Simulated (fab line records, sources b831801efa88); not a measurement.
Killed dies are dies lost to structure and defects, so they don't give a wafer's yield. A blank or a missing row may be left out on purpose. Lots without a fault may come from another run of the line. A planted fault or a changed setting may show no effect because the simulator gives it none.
Which tool did it? | flow gf180mcu | 11 lots, 33 wafers sampled, at 3 steps of a route of 602

WHAT THE GAUGES READ, wafer by wafer
GF_CONTACT_THK_MEAS_01. Usual: CONTACT_CVD_00_THK 302 nm, standard deviation 3.3.
lot  | measured     | on            | CONTACT_CVD_00_THK (nm) | flag
L589 | day 15 09:48 | film_metro-03 | 301 300 301             |
L590 | day 15 17:57 | film_metro-03 | 306 306 308             |
L591 | day 16 03:37 | film_metro-03 | 304 302 302             |
L593 | day 16 23:43 | film_metro-03 | 298 301 304             |
L594 | day 17 07:53 | film_metro-01 | 303 300 306             |
L595 | day 17 14:42 | film_metro-04 | 299 302 299             |
L596 | day 18 04:35 | film_metro-01 | 309 301 306             |
L598 | day 18 19:16 | film_metro-04 | 304 302 302             |
L604 | day 21 03:34 | film_metro-01 | 302 302 299             |
L608 | day 22 11:04 | film_metro-03 | 304 152 300             | OFF
L609 | day 22 17:49 | film_metro-03 | 156 304 158             | OFF

WHICH TOOL RAN EACH LOT (tool, then ch and the chambers of the sampled wafers, then the start)
lot  | GF_LVPWELL_STRIP_10                 | GF_CONTACT_CVD_00
L589 | plasma_asher-01 ch 0,1, day 4 02:20 | hdpcvd-02 ch 0,1, day 15 09:46
L590 | plasma_asher-02 ch 0,1, day 4 07:52 | hdpcvd-02 ch 0,2, day 15 17:55
L591 | plasma_asher-02 ch 0,1, day 4 14:05 | hdpcvd-01 ch 1,2, day 16 03:34
L593 | plasma_asher-01 ch 0,1, day 5 00:07 | hdpcvd-02 ch 0,2, day 16 23:40
L594 | plasma_asher-01 ch 0,1, day 5 06:15 | hdpcvd-01 ch 0,1,2, day 17 07:50
L595 | plasma_asher-04 ch 0,1, day 5 12:28 | hdpcvd-02 ch 1,2, day 17 14:40
L596 | plasma_asher-02 ch 0,1, day 5 18:52 | hdpcvd-02 ch 0,2, day 18 04:33
L598 | plasma_asher-02 ch 0, day 6 06:13   | hdpcvd-02 ch 0,1, day 18 19:13
L604 | plasma_asher-04 ch 0,1, day 7 15:04 | hdpcvd-01 ch 0,1,2, day 21 03:31
L608 | plasma_asher-04 ch 0,1, day 8 13:57 | hdpcvd-02 ch 0,1,2, day 22 11:01
L609 | plasma_asher-04 ch 0,1, day 8 21:20 | hdpcvd-02 ch 1,2, day 22 17:46
- GF_LVPWELL_STRIP_10: strips in O2/N2.
- GF_CONTACT_CVD_00: deposits SiO2, target thk 300 nm, time 50 s.

WHAT THE TOOLS THEMSELVES READ (means of the sampled wafers that have a number; where no wafer has one, the mark that the record gives instead)
GF_LVPWELL_STRIP_10. Usual: drypump_motor_current_A 5.9 A, standard deviation 0.37; heater_power_w 329 W, standard deviation 13; oes_product_au 0.722 a.u., standard deviation 0.0047; strip_time_to_endpoint_s 36.92 s, standard deviation 0.084.
lot  | tool            | drypump_motor_current_A (A) | heater_power_w (W) | oes_product_au (a.u.) | strip_time_to_endpoint_s (s) | flag
L589 | plasma_asher-01 | 5.7                         | 321                | 0.718                 | 36.89                        |
L590 | plasma_asher-02 | 6.0                         | 331                | 0.726                 | 36.84                        |
L591 | plasma_asher-02 | 5.9                         | 324                | 0.726                 | 36.84                        |
L593 | plasma_asher-01 | 5.7                         | 327                | 0.726                 | 36.87                        |
L594 | plasma_asher-01 | 5.9                         | 339                | 0.721                 | 37.03                        |
L595 | plasma_asher-04 | 5.9                         | 338                | 0.724                 | 36.87                        |
L596 | plasma_asher-02 | 6.1                         | 325                | 0.723                 | 36.92                        |
L598 | plasma_asher-02 | 5.8                         | 330                | 0.725                 | 37.08                        |
L604 | plasma_asher-04 | 5.6                         | 327                | 0.721                 | 36.96                        |
L608 | plasma_asher-04 | 5.6                         | 335                | 0.723                 | 36.88                        |
L609 | plasma_asher-04 | 5.9                         | 343                | 0.722                 | 36.83                        |

GF_CONTACT_CVD_00. Usual: sih4_flow_sccm 60.02 sccm, standard deviation 0.19; susceptor_temp_C 400.03 C, standard deviation 0.21.
lot  | tool      | sih4_flow_sccm (sccm) | susceptor_temp_C (C) | flag
L589 | hdpcvd-02 | 59.98                 | 399.84               |
L590 | hdpcvd-02 | 60.06                 | 400.22               |
L591 | hdpcvd-01 | 59.90                 | 400.14               |
L593 | hdpcvd-02 | 60.35                 | 400.02               |
L594 | hdpcvd-01 | 59.96                 | 400.11               |
L595 | hdpcvd-02 | 59.93                 | 400.15               |
L596 | hdpcvd-02 | 60.21                 | 400.14               |
L598 | hdpcvd-02 | 59.95                 | 400.04               |
L604 | hdpcvd-01 | 59.99                 | 399.89               |
L608 | hdpcvd-02 | 49.95                 | 399.87               | OFF
L609 | hdpcvd-02 | 39.88                 | 400.11               | OFF

THE ANSWER, worked out from the rows above alone
Rule: a lot is off if the mean of its wafers that have a number lies more than 3 standard deviations from the usual mean. A lot without any number at a reading at which 4 lots or more have one is off too. The other lots that the step has rows for count as sound. The gauges are gone through in route order, then the tools' own readings, and for those a lot's mean is taken as printed above. The first step at which some lot is off is used, and at that step the reading that is off furthest; a lot without a number counts as furthest.
Off: L608, L609, at GF_CONTACT_THK_MEAS_01 (CONTACT_CVD_00_THK).
A tool fits if, at a process step before that reading, it ran every lot that is off, and no sound lot after the first of them. The gauges at GF_CONTACT_THK_MEAS_01 aren't tried: what is off there is off at GF_CONTACT_CVD_00 too, on other tools, and a gauge's error can't cause that. Can't be told from this: 2 tools fit, plasma_asher-04 at GF_LVPWELL_STRIP_10, hdpcvd-02 at GF_CONTACT_CVD_00.

WHAT THE SIMULATOR HAD PUT IN
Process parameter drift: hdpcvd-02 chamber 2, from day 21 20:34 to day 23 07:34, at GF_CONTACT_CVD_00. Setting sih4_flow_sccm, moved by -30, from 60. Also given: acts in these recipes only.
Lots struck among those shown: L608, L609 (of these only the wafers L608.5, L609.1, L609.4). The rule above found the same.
